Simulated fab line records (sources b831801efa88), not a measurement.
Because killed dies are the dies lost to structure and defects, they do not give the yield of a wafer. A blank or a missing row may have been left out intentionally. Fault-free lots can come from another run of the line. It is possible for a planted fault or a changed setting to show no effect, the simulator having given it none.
Which of the tools did it? :: flow gf180mcu :: 14 lots with 42 wafers sampled at 2 steps, on a route of 602 steps

== WHAT THE GAUGES SHOWED, per wafer ==
GF_STI_BOW_MEAS_00. Usual: INCOMING_BOW typically reads -1 um, with standard deviation 6.1.
lot: L176
measured: day 1 10:00
on: film-metro-03
INCOMING_BOW (um): -3 1 -7
flag: 

lot: L177
measured: day 1 15:00
on: film-metro-02
INCOMING_BOW (um): 3 4 1
flag: 

lot: L178
measured: day 1 20:00
on: film-metro-02
INCOMING_BOW (um): -4 9 9
flag: 

lot: L182
measured: day 2 16:07
on: film-metro-02
INCOMING_BOW (um): 3 -3 2
flag: 

lot: L183
measured: day 2 21:02
on: film-metro-03
INCOMING_BOW (um): -12 -13 -20
flag: 

lot: L188
measured: day 3 22:00
on: film-metro-03
INCOMING_BOW (um): 6 -8 -4
flag: 

lot: L189
measured: day 4 03:00
on: film-metro-03
INCOMING_BOW (um): 1 -6 -2
flag: 

lot: L190
measured: day 4 08:01
on: film-metro-04
INCOMING_BOW (um): -13 1 -5
flag: 

lot: L191
measured: day 4 13:04
on: film-metro-03
INCOMING_BOW (um): 5 4 8
flag: 

lot: L192
measured: day 4 18:00
on: film-metro-02
INCOMING_BOW (um): 9 -7 0
flag: 

lot: L195
measured: day 5 09:00
on: film-metro-02
INCOMING_BOW (um): 0 6 4
flag: 

lot: L196
measured: day 5 14:01
on: film-metro-04
INCOMING_BOW (um): -3 3 -3
flag: 

lot: L198
measured: day 6 00:02
on: film-metro-02
INCOMING_BOW (um): -1 -2 4
flag: 

lot: L199
measured: day 6 05:00
on: film-metro-02
INCOMING_BOW (um): 9 9 -7
flag: 

GF_STI_THK_MEAS_04. Usual: STI_CVD_03_THK typically reads 207.6 nm, with standard deviation 1.7.
lot: L176
measured: day 1 16:37
on: film-metro-03
STI_CVD_03_THK (nm): 208.4 208.5 208.2
flag: 

lot: L177
measured: day 1 19:16
on: film-metro-04
STI_CVD_03_THK (nm): 207.6 207.9 208.3
flag: 

lot: L178
measured: day 1 23:34
on: film-metro-03
STI_CVD_03_THK (nm): 203.2 204.6 201.3
flag: 

lot: L182
measured: day 2 20:53
on: film-metro-02
STI_CVD_03_THK (nm): 207.9 207.5 208.6
flag: 

lot: L183
measured: day 3 01:05
on: film-metro-02
STI_CVD_03_THK (nm): 207.3 208.0 205.5
flag: 

lot: L188
measured: day 4 01:34
on: film-metro-03
STI_CVD_03_THK (nm): 208.5 208.1 205.4
flag: 

lot: L189
measured: day 4 06:34
on: film-metro-02
STI_CVD_03_THK (nm): 207.0 207.0 206.4
flag: 

lot: L190
measured: day 4 11:34
on: film-metro-04
STI_CVD_03_THK (nm): 211.4 209.9 210.3
flag: 

lot: L191
measured: day 4 16:57
on: film-metro-02
STI_CVD_03_THK (nm): 207.8 208.7 205.8
flag: 

lot: L192
measured: day 4 21:34
on: film-metro-04
STI_CVD_03_THK (nm): 206.1 207.4 205.6
flag: 

lot: L195
measured: day 5 13:33
on: film-metro-04
STI_CVD_03_THK (nm): 208.3 208.0 208.5
flag: 

lot: L196
measured: day 5 17:34
on: film-metro-04
STI_CVD_03_THK (nm): 209.7 209.2 207.1
flag: 

lot: L198
measured: day 6 04:34
on: film-metro-03
STI_CVD_03_THK (nm): 207.1 208.6 210.1
flag: 

lot: L199
measured: day 6 09:10
on: film-metro-02
STI_CVD_03_THK (nm): 208.2 209.8 209.0
flag: 

== TOOL THAT RAN EACH LOT (tool first, then ch and the chambers of the sampled wafers, then the start) ==
Before these readings, the record contains no process step.

== AS READ BY THE TOOLS THEMSELVES (means over the sampled wafers that have a number; for cases with no such wafer, the mark the record gives instead) ==
The record holds no such reading with a usual standard deviation.

== THE ANSWER, worked out from the rows above alone ==
Rule: take the mean of a lot's wafers that have a number; if it is more than 3 standard deviations from the usual mean, the lot is off. A lot without any number at a reading at which 4 lots or more have one is off too. All remaining lots with rows at the step are treated as sound. After the gauges, taken in route order, come the tools' own readings; for these a lot's mean is taken, as printed above. The first step at which some lot is off is used, and at that step the reading that is off furthest; a lot without a number counts as furthest.
None of the lots is off at any reading shown; this tells nothing.

== WHAT THE SIMULATOR HAD INSERTED ==
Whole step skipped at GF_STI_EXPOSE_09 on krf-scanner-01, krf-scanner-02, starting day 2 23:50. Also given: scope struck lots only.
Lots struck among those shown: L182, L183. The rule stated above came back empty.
